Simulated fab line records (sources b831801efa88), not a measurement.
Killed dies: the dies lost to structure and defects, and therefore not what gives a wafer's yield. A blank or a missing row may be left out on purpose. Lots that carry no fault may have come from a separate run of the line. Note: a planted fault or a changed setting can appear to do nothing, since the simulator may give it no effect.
fab line records ; flow sky130
record: lots: 5; wafers: 15; last_day: 48
route steps=708 shown VIA3@593 METAL4@598 CAP2M@603 PAD_OPEN@708
lots untouched by any fault: they come from a run of this same line in which no faults occurred
start_h: hours from the record's first day to the start of the lot's first wafer shown ; wait_h: hours since the lot's step before ; " the same as in the row above ; L1.1+2: a single row standing in for several wafers ; - no value present, or no start provided ; * or withheld: withheld ; < > ~ a bound
route shown NAME@n: names a module that has steps shown in the file, with the first one's number in the route ; usual: mean and standard deviation over wafers with no fault ; same: alike in all rows ; chamber/n: place in a boat ; sites: readings site by site ; _std_site: the values' standard deviation ; _edge_site: outer sites' mean less inner sites' ; radius_mm: for every site, how far away it sits from the centre of the wafer ; mask NAME#n: copy n ; behind: the tool/chamber that last shaped the wafer ; hold: reason for holding the lot/hours on hold/outcome of the hold ; device: the n, p or np transistor that did not switch ; end of line: the tests these same wafers got at the end of their route ; a step with no rows: only its recipe ; killed: not the wafer's yield, but the dies lost to structure and defects at the first sort ; map: a wafer's dies, marking killed ones x, the rest . and places with no die _
set.NAME: the setting as run; set.NAME@STEP: as run at that earlier step ; model.NAME: the simulator's own value behind a step, which no gauge read
a table for each step, a row for each wafer; lots at some steps of the route
services: from which hour (start_h, from the record's first day; less than 0 if before it) a tool's chamber was out of use, for how many hours, and why
== steps ==
step: SKY_VIA3_SPUTTER_20
recipe: material: TiN; target_thk_nm: 20; chamber_pressure_pa: 5; power_w: 4000; time_s: 80
step: SKY_VIA3_CVD_21
recipe: material: W; target_thk_nm: 390; time_s: 117.31; temp_c: 400; pressure_torr: 40
step: SKY_VIA3_CMP_24
recipe: stop_on: SiO2; t_overpolish_s: 20; down_force_psi: 3.5; platen_rpm: 60; target_thk_nm: 0; pad_velocity_m_s: 0.94248
step: SKY_METAL4_SPUTTER_00
recipe: material: Ti; target_thk_nm: 15; power_w: 3000; time_s: 10; chamber_pressure_pa: 0.4
step: SKY_METAL4_SPUTTER_01
recipe: material: TiN; target_thk_nm: 20; power_w: 6500; time_s: 16.7; chamber_pressure_pa: 0.4
step: SKY_METAL4_SPUTTER_02
recipe: material: AlCu; target_thk_nm: 735; power_w: 10600; time_s: 39.1; chamber_pressure_pa: 0.4
step: SKY_METAL4_SPUTTER_03
recipe: material: Ti; target_thk_nm: 5; power_w: 3000; time_s: 3.3; chamber_pressure_pa: 0.4
step: SKY_METAL4_SPUTTER_04
recipe: material: TiN; target_thk_nm: 70; power_w: 6500; time_s: 58.3; chamber_pressure_pa: 0.4
step: SKY_CAP2M_CVD_00
recipe: material: SiO2; target_thk_nm: 15.5; temp_c: 400; time_s: withheld; rf_w: 450
step: SKY_CAP2M_SPUTTER_02
recipe: material: TiN; target_thk_nm: 200; temp_c: 300; power_w: 6500; time_s: 166.7; chamber_pressure_pa: 0.4
usual: throttle_valve_pct: 29.8/0.79
lot.wafer;tool;chamber;start_h;wait_h;throttle_valve_pct;model.TiN_of_CAP2M_SPUTTER_02.thk_nm
L195.2;pvd_sputter-01;-;976.93;0.0;29.7;202.5
L195.3;pvd_sputter-01;-;976.93;0.0;29.6;199.8
L195.5;pvd_sputter-01;-;976.93;0.0;29.5;203.1
L197.1;pvd_sputter-01;-;985.73;0.1;29.2;144.5
L197.4;pvd_sputter-01;-;985.73;0.1;29.5;201.5
L197.6;pvd_sputter-01;-;985.73;0.1;29.7;139.3
L200.1;pvd_sputter-01;-;1000.60;0.1;29.8;139.5
L200.2;pvd_sputter-01;-;1000.60;0.1;29.6;142.7
L200.3;pvd_sputter-01;-;1000.60;0.1;29.5;204.8
L199.1;pvd_sputter-01;-;1003.77;0.1;29.7;142
L199.3;pvd_sputter-01;-;1003.77;0.1;30.3;202
L199.4;pvd_sputter-01;-;1003.77;0.1;30.6;200.8
L206.1;pvd_sputter-03;-;1033.09;0.1;28.1;199.4
L206.4;pvd_sputter-03;-;1033.09;0.1;30.4;197.5
L206.6;pvd_sputter-03;-;1033.09;0.1;28.1;200.3
step: SKY_CAP2M_RS_MEAS_03
recipe: thk_meas_gauge: four-point-probe; reads: TiN_of_CAP2M_SPUTTER_02
usual: CAP2M_TIN_RS: 6.92/0.11
lot.wafer;tool;chamber;start_h;wait_h;CAP2M_TIN_RS[ohm/sq]
L195.2;film_metro-04;-;977.06;0.1;6.85
L195.3;film_metro-04;-;977.06;0.1;6.93
L195.5;film_metro-04;-;977.06;0.1;6.83
L197.1;film_metro-01;-;985.84;0.1;9.65
L197.4;film_metro-01;-;985.84;0.1;6.86
L197.6;film_metro-01;-;985.84;0.1;10.04
L200.1;film_metro-02;-;1000.70;0.1;10.02
L200.2;film_metro-02;-;1000.70;0.1;9.76
L200.3;film_metro-02;-;1000.70;0.1;6.74
L199.1;film_metro-01;-;1003.88;0.1;9.84
L199.3;film_metro-01;-;1003.88;0.1;6.84
L199.4;film_metro-01;-;1003.88;0.1;6.90
L206.1;film_metro-01;-;1033.20;0.1;6.94
L206.4;film_metro-01;-;1033.20;0.1;7.01
L206.6;film_metro-01;-;1033.20;0.1;6.92
step: SKY_CAP2M_THK_MEAS_04
recipe: thk_meas_gauge: xrf; reads: TiN_of_CAP2M_SPUTTER_02
usual: CAP2M_TIN_THK: 200/3.1
lot.wafer;tool;chamber;start_h;wait_h;CAP2M_TIN_THK[nm]
L195.2;film_metro-04;-;977.17;0.1;202
L195.3;film_metro-04;-;977.17;0.1;201
L195.5;film_metro-04;-;977.17;0.1;204
L197.1;film_metro-01;-;985.96;0.1;145
L197.4;film_metro-01;-;985.96;0.1;203
L197.6;film_metro-01;-;985.96;0.1;140
L200.1;film_metro-02;-;1000.82;0.1;140
L200.2;film_metro-02;-;1000.82;0.1;143
L200.3;film_metro-02;-;1000.82;0.1;207
L199.1;film_metro-01;-;1004.00;0.1;143
L199.3;film_metro-01;-;1004.00;0.1;203
L199.4;film_metro-01;-;1004.00;0.1;201
L206.1;film_metro-01;-;1033.32;0.1;200
L206.4;film_metro-01;-;1033.32;0.1;198
L206.6;film_metro-01;-;1033.32;0.1;200
step: SKY_CAP2M_DEHYDRATE_05
recipe: temp_c: 200; time_s: 60
step: SKY_CAP2M_HMDS_06
recipe: prime_time_s: 60; prime_temp_c: 120
step: SKY_CAP2M_COAT_07
recipe: resist: NOVOLAK; spin_rpm: 3000; resist_thk_nm: 1140
step: SKY_CAP2M_SOFTBAKE_08
recipe: temp_c: 90; time_s: 60; resist: NOVOLAK
step: SKY_CAP2M_EXPOSE_09
recipe: mask_id: CAP2M; na: 0.6; source_shape: conventional; sigma_outer: 0.6; polarization: unpolarized; target_cd_nm: 1000; dose_mj: 159
step: SKY_CAP2M_PEB_10
recipe: temp_c: withheld; time_s: *; resist: NOVOLAK
step: SKY_CAP2M_DEVELOP_11
recipe: resist: NOVOLAK; developer: TMAH; develop_time_s: 60; dev_temp_c: 23
step: SKY_CAP2M_METAL_ETCH_13
recipe: target_depth_nm: 220; stop_on: SiO2; chemistry: Cl2/BCl3; target: TiN; pressure_mtorr: 10; icp_w: 900; bias_w: 48.5; Cl2_flow_sccm: 60; bcl3_flow_sccm: 30; time_s: 62.9
usual: drypump_motor_current_A: 5.6/0.42; oes_product_au: 0.941/0.0098; rf_fwd_power_W: 893/3.1; throttle_valve_pct: 21.902/0.011
lot.wafer;tool;chamber;start_h;wait_h;drypump_motor_current_A;oes_product_au;rf_fwd_power_W;rf_hours_counter_h;throttle_valve_pct
L195.2;rie_metal-04;1;1000.45;0.0;6.1;0.946;894;6;21.898
L195.3;rie_metal-04;1;1000.45;0.0;6.1;0.946;894;-;21.909
L195.5;rie_metal-04;0;1000.45;0.0;5.0;0.946;893;-;21.902
L197.1;rie_metal-02;1;1008.61;0.0;5.5;0.787;890;5;22.012
L197.4;rie_metal-02;0;1008.61;0.0;5.9;0.943;885;-;21.904
L197.6;rie_metal-02;1;1008.61;0.0;5.5;0.769;893;-;22.007
L200.1;rie_metal-04;0;1023.31;0.0;5.0;0.769;889;4;22.002
L200.2;rie_metal-04;1;1023.31;0.0;6.1;0.784;889;7;22.001
L200.3;rie_metal-04;1;1023.31;0.0;6.2;0.946;895;-;21.888
L199.1;rie_metal-04;0;1026.26;0.0;5.0;0.773;885;4;22.002
L199.3;rie_metal-04;0;1026.26;0.0;5.0;0.947;894;-;21.900
L199.4;rie_metal-04;1;1026.26;0.0;6.1;0.948;892;-;21.910
L206.1;rie_metal-04;1;1055.08;0.0;6.1;0.946;895;9;21.897
L206.4;rie_metal-04;1;1055.08;0.0;6.1;0.929;897;-;21.906
L206.6;rie_metal-04;0;1055.08;0.0;5.0;0.940;888;-;21.903
step: SKY_CAP2M_STRIP_14
recipe: chemistry: O2/N2; power_w: 1400; pressure_mtorr: 1500; platen_temp_c: withheld; o2_flow_sccm: 3000; n2_flow_sccm: 300; overash_fraction: 0.5
step: SKY_CAP2M_STRIP_15
recipe: chemistry: post_etch_residue_remover; time_s: 1200; temp_c: 72.5
step: SKY_CAP2M_CLEAN_16
recipe: chemistry: IPA; time_s: 180; temp_c: 25
step: SKY_CAP2M_CLEAN_17
recipe: chemistry: O3/DIW; dry: n2_spin
step: SKY_METAL4_DEHYDRATE_05
recipe: temp_c: 200; time_s: 60
step: SKY_METAL4_HMDS_06
recipe: prime_time_s: 60; prime_temp_c: 120
step: SKY_METAL4_COAT_07
recipe: resist: BARC; temp_c: withheld; time_s: withheld; spin_rpm: 3000; resist_thk_nm: 60
step: SKY_METAL4_COAT_08
recipe: resist: KrF-thick; spin_rpm: 3000; resist_thk_nm: 1140
step: SKY_METAL4_SOFTBAKE_09
recipe: temp_c: 100; time_s: 90; resist: KrF-thick
step: SKY_METAL4_EXPOSE_10
recipe: mask_id: MM4; na: 0.68; source_shape: annular; sigma_inner: 0.4; sigma_outer: 0.8; target_cd_nm: 300; dose_mj: 28
step: SKY_METAL4_PEB_11
recipe: peb_temp_c: withheld; peb_time_s: withheld; resist: KrF-thick
step: SKY_METAL4_DEVELOP_12
recipe: develop_time_s: 60; resist: KrF-thick; dev_temp_c: 21
step: SKY_METAL4_DESCUM_15
recipe: chemistry: O2; source_power_w: 150; bias_power_w: 0; pressure_mtorr: 10; temp_c: 40; time_s: 8
step: SKY_METAL4_ETCH_16
recipe: chemistry: N2/H2; target: BARC; ion_energy_ev: 200; bias_w: 100; pressure_mtorr: 30; n2_flow_sccm: 100; h2_flow_sccm: 200; icp_w: 500; stop_on: SiO2; time_s: 88.2; target_depth_a: 600
step: SKY_METAL4_ETCH_17
recipe: target: SiO2; stop_on: TiN; chemistry: C4F8/O2/Ar; source_w: 1500; bias_w: 1200; pressure_mtorr: 40; c4f8_flow_sccm: withheld; O2_flow_sccm: 6; Ar_flow_sccm: 300; time_s: 3.9; target_depth_a: 150
step: SKY_METAL4_METAL_ETCH_18
recipe: target_depth_a: 8450; stop_on: SiO2; over_etch_frac: 0.3; time_s: 183.1; chemistry: Cl2/BCl3; resist_sidewall_deg: 88; pressure_mtorr: 10; icp_w: 900; bias_w: 48.5; Cl2_flow_sccm: 60; bcl3_flow_sccm: 30
step: SKY_METAL4_STRIP_20
recipe: chemistry: post_etch_residue_remover; time_s: 1200; temp_c: 72.5
lot.wafer;tool;chamber;start_h;wait_h;model.TiN_of_CAP2M_SPUTTER_02.thk_nm
L195.2;wet_bench-02;0;1024.50;0.1;201.6
L195.3;wet_bench-02;0;1024.50;0.1;198.9
L195.5;wet_bench-02;0;1024.50;0.1;202.2
L197.1;wet_bench-02;2;1033.00;0.1;143.7
L197.4;wet_bench-02;2;1033.00;0.1;200.7
L197.6;wet_bench-02;2;1033.00;0.1;138.5
L200.1;wet_bench-01;3;1046.97;0.1;138.7
L200.2;wet_bench-01;3;1046.97;0.1;141.8
L200.3;wet_bench-01;3;1046.97;0.1;204
L199.1;wet_bench-01;1;1048.70;0.1;141.1
L199.3;wet_bench-01;1;1048.70;0.1;201.1
L199.4;wet_bench-01;1;1048.70;0.1;200
L206.1;wet_bench-03;0;1078.15;0.1;198.6
L206.4;wet_bench-03;0;1078.15;0.1;196.7
L206.6;wet_bench-03;0;1078.15;0.1;199.4
step: SKY_PAD_OPEN_PROBE_99
usual: defect_limited_yield: 82.5/1.7; killed_at_M0_to_M3: 43/6.1; killed_at_M4_up: 3.5/2; killed_at_contacts: 25/5.1; killed_at_front_end: 14/4.2; killed_at_other: 0.3/0.55; killed_dies: 86/8.3; killed_on_rim: 17/3.7; killed_open: 46/7.2; killed_short: 39/6; sort_bin_3_pad_short: 0.9/0.42; sort_bin_5_function: 10.3/1.4; sort_bin_6_memory: 6.3/1.1; sort_n_pass: 406/8.3; sort_yield_pct: 82.5/1.7
same: gross_dies: 492; killed_at_back_side: 0; sort_bin_4_leakage[%]: 0; sort_bin_8_speed[%]: 0
lot.wafer;tool;chamber;start_h;wait_h;defect_limited_yield[%];killed_at_M0_to_M3;killed_at_M4_up;killed_at_contacts;killed_at_front_end;killed_at_other;killed_dies;killed_on_rim;killed_open;killed_short;sort_bin_3_pad_short[%];sort_bin_5_function[%];sort_bin_6_memory[%];sort_n_pass;sort_yield_pct[%];model.etest.cap_mim2.plate_ohm_sq;model.etest.cap_mim2.bv_v;model.etest.cap_mim2.leak_log10_a_cm2
L195.2;prober-01;-;1115.38;0.1;83.1;45;7;15;14;2;83;15;43;38;1.0;8.9;6.9;409;83.1;5.965;13.92;-9.017
L195.3;prober-01;-;1115.43;0.2;82.9;38;4;24;17;1;84;18;43;39;1.8;9.8;5.5;408;82.9;6.025;13.45;-8.93
L195.5;prober-01;-;1115.53;0.2;81.9;42;5;25;17;0;89;24;47;41;1.2;8.9;7.9;403;81.9;5.966;14.53;-9
L197.1;prober-01;-;1123.94;0.1;84.6;41;3;18;14;0;76;15;31;45;1.2;9.6;4.7;416;84.6;8.323;11.99;-8.249
L197.4;prober-01;-;1124.09;0.2;80.1;43;4;31;20;0;98;19;60;38;1.0;12.0;6.9;394;80.1;5.919;14.35;-8.98
L197.6;prober-01;-;1124.19;0.2;84.8;31;4;21;19;0;75;14;35;40;0.6;9.1;5.5;417;84.8;8.571;12.02;-8.184
L200.1;prober-01;-;1135.88;0.1;83.7;31;8;25;16;0;80;16;43;35;1.4;8.7;6.1;412;83.7;8.55;12.6;-8.268
L200.2;prober-01;-;1135.93;0.1;83.5;52;1;21;7;0;81;10;43;38;1.2;9.3;5.9;411;83.5;8.334;12.42;-8.208
L200.3;prober-01;-;1135.98;0.2;84.8;35;10;20;10;0;75;15;34;40;1.0;9.1;5.1;417;84.8;5.9;14.06;-8.937
L199.1;prober-02;-;1138.62;0.1;82.7;30;3;35;17;0;85;20;52;32;0.8;9.3;7.1;407;82.7;8.443;12.89;-8.189
L199.3;prober-02;-;1138.72;0.2;80.9;43;5;25;21;0;94;25;51;42;0.8;11.6;6.7;398;80.9;5.923;13.93;-8.936
L199.4;prober-02;-;1138.77;0.2;80.9;41;1;29;22;1;94;17;51;42;1.2;10.4;7.5;398;80.9;5.927;14.53;-9.047
L206.1;prober-02;-;1162.79;0.1;81.9;36;5;37;11;0;89;15;49;40;0.8;10.6;6.7;403;81.9;5.994;13.8;-8.913
L206.4;prober-02;-;1162.94;0.2;83.9;45;2;23;9;0;79;13;49;30;0.4;10.2;5.5;413;83.9;6.068;14.01;-9.125
L206.6;prober-02;-;1163.04;0.2;80.1;51;2;27;17;1;98;21;62;36;1.2;10.8;7.9;394;80.1;5.976;14.01;-8.992
killed by level:class
L195.2 VIA1:geometric_particle:open=14 METAL2:geometric_particle:short=10 LI_CONTACT:geometric_particle:open=5 VIA2:geometric_particle:open=5 FIELD_ISO:geometric_particle:short=4 FIELD_ISO:geometric_particle:open=4 METAL4:geometric_particle:short=4 CONTACT:geometric_particle:short=4
L195.3 VIA3:geometric_particle:open=9 LI_CONTACT:geometric_particle:open=8 VIA1:geometric_particle:open=7 CONTACT:geometric_particle:open=7 CONTACT:geometric_particle:short=5 VIA3:geometric_particle:short=5 METAL2:geometric_particle:short=5 METAL4:geometric_particle:short=4
L195.5 VIA1:geometric_particle:open=13 METAL1:geometric_particle:short=8 POLY_GATE:geometric_particle:open=7 METAL2:geometric_particle:short=7 LI_CONTACT:geometric_particle:open=6 CONTACT:geometric_particle:open=6 CONTACT:geometric_particle:short=5 METAL4:geometric_particle:short=5
L197.1 CONTACT:geometric_particle:short=9 VIA1:geometric_particle:open=7 METAL2:geometric_particle:short=7 FIELD_ISO:geometric_particle:short=6 VIA3:geometric_particle:short=6 VIA2:geometric_particle:open=6 VIA3:geometric_particle:open=5 LOCAL_INTERCONNECT:geometric_particle:short=4
L197.4 VIA1:geometric_particle:open=12 VIA3:geometric_particle:open=9 CONTACT:geometric_particle:open=8 FIELD_ISO:geometric_particle:open=7 LOCAL_INTERCONNECT:geometric_particle:short=7 VIA2:geometric_particle:open=7 FIELD_ISO:geometric_particle:short=6 LI_CONTACT:geometric_particle:open=6
L197.6 LI_CONTACT:geometric_particle:short=7 VIA3:geometric_particle:open=7 FIELD_ISO:geometric_particle:short=6 METAL2:geometric_particle:short=6 FIELD_ISO:geometric_particle:open=5 LI_CONTACT:geometric_particle:open=5 POLY_GATE:geometric_particle:short=4 LOCAL_INTERCONNECT:geometric_particle:short=4
L200.1 VIA1:geometric_particle:open=9 CONTACT:geometric_particle:open=7 LI_CONTACT:geometric_particle:open=6 POLY_GATE:geometric_particle:open=5 CONTACT:geometric_particle:short=5 METAL4:geometric_particle:short=5 LOCAL_INTERCONNECT:geometric_particle:short=4 METAL1:geometric_particle:short=4
L200.2 CONTACT:geometric_particle:open=9 VIA1:geometric_particle:open=9 VIA3:geometric_particle:open=8 METAL2:geometric_particle:short=7 METAL1:geometric_particle:short=6 VIA1:geometric_particle:short=6 LI_CONTACT:geometric_particle:open=5 VIA3:geometric_particle:short=4
L200.3 LI_CONTACT:geometric_particle:open=11 METAL4:geometric_particle:short=8 VIA1:geometric_particle:short=7 METAL2:geometric_particle:short=6 FIELD_ISO:geometric_particle:open=5 METAL1:geometric_particle:short=4 VIA1:geometric_particle:open=4 FIELD_ISO:geometric_particle:short=3
L199.1 CONTACT:geometric_particle:open=17 VIA1:geometric_particle:open=7 VIA2:geometric_particle:open=6 FIELD_ISO:geometric_particle:short=5 LI_CONTACT:geometric_particle:open=5 CONTACT:geometric_particle:short=5 LOCAL_INTERCONNECT:geometric_particle:short=4 METAL3:geometric_particle:short=4
L199.3 CONTACT:geometric_particle:open=14 METAL2:geometric_particle:short=9 VIA2:geometric_particle:open=8 FIELD_ISO:geometric_particle:open=7 VIA1:geometric_particle:open=7 LI_CONTACT:geometric_particle:short=5 VIA1:geometric_particle:short=5 SPACER:geometric_particle:short=4
L199.4 VIA1:geometric_particle:open=12 CONTACT:geometric_particle:open=10 VIA1:geometric_particle:short=8 FIELD_ISO:geometric_particle:short=7 LI_CONTACT:geometric_particle:open=7 LOCAL_INTERCONNECT:geometric_particle:short=7 VIA2:geometric_particle:open=6 POLY_GATE:geometric_particle:short=5
L206.1 CONTACT:geometric_particle:open=11 VIA1:geometric_particle:open=9 LOCAL_INTERCONNECT:geometric_particle:short=8 CONTACT:geometric_particle:short=8 VIA3:geometric_particle:open=8 LI_CONTACT:geometric_particle:open=6 METAL2:geometric_particle:short=6 VIA2:geometric_particle:open=5
L206.4 VIA1:geometric_particle:open=13 LI_CONTACT:geometric_particle:open=10 VIA3:geometric_particle:open=7 VIA2:geometric_particle:short=4 CONTACT:geometric_particle:short=4 CONTACT:geometric_particle:open=4 METAL1:geometric_particle:short=4 VIA2:geometric_particle:open=4
L206.6 LI_CONTACT:geometric_particle:open=14 VIA3:geometric_particle:open=10 CONTACT:geometric_particle:open=7 METAL2:geometric_particle:short=7 VIA2:geometric_particle:open=7 POLY_GATE:geometric_particle:open=6 VIA1:geometric_particle:open=6 METAL3:geometric_particle:short=6
== services ==
tool;chamber;start_h;hours;kind
pvd_sputter-01;-;978.97;3.1;repair
pvd_sputter-03;3;998.59;-;consumable_replace:kit
pvd_sputter-03;3;998.59;18.0;scheduled_down
pvd_sputter-03;3;998.59;18.0;vent_cycle
pvd_sputter-01;0;1000.70;-;consumable_replace:kit
pvd_sputter-01;0;1000.70;18.0;scheduled_down
pvd_sputter-01;0;1000.70;18.0;vent_cycle
pvd_sputter-03;-;1003.83;3.1;repair
rie_metal-02;-;1055.06;27.1;repair
pvd_sputter-03;2;1060.99;-;consumable_replace:kit
pvd_sputter-03;2;1060.99;18.0;scheduled_down
pvd_sputter-03;2;1060.99;18.0;vent_cycle
== key ==
first_sign: step: SKY_CAP2M_RS_MEAS_03; reading: CAP2M_TIN_RS; direction: up; sigmas: 28; usual: 6.92; struck: 9.86
effect: step: SKY_CAP2M_THK_MEAS_04; reading: CAP2M_TIN_THK; direction: down; sigmas: 19; usual: 200; struck: 142
effect: step: SKY_CAP2M_METAL_ETCH_13; reading: oes_product_au; direction: down; sigmas: 17; usual: 0.941; struck: 0.776
model_effect: step: SKY_CAP2M_SPUTTER_02; value: TiN_of_CAP2M_SPUTTER_02.thk_nm; without: 201.5; struck: 141.6
model_effect: step: SKY_METAL4_STRIP_20; value: TiN_of_CAP2M_SPUTTER_02.thk_nm; without: 200.6; struck: 140.8
model_effect: step: SKY_PAD_OPEN_PROBE_99; value: etest.cap_mim2.plate_ohm_sq; without: 5.935; struck: 8.444
met_at SKY_CAP2M_SPUTTER_02
struck_wafers L197.1,L197.6,L199.1,L200.1,L200.2
onset_between 976.93 985.73
fault: kind: process_parameter_drift; tool: pvd_sputter-01; chamber: -; onset_h: 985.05; steps: SKY_CAP2M_SPUTTER_02; channel: target_thk_nm; offset: -59.847; shape: step; end_h: 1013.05; scope: struck_wafers_only; acts_in: these_recipes_only; stated: 200
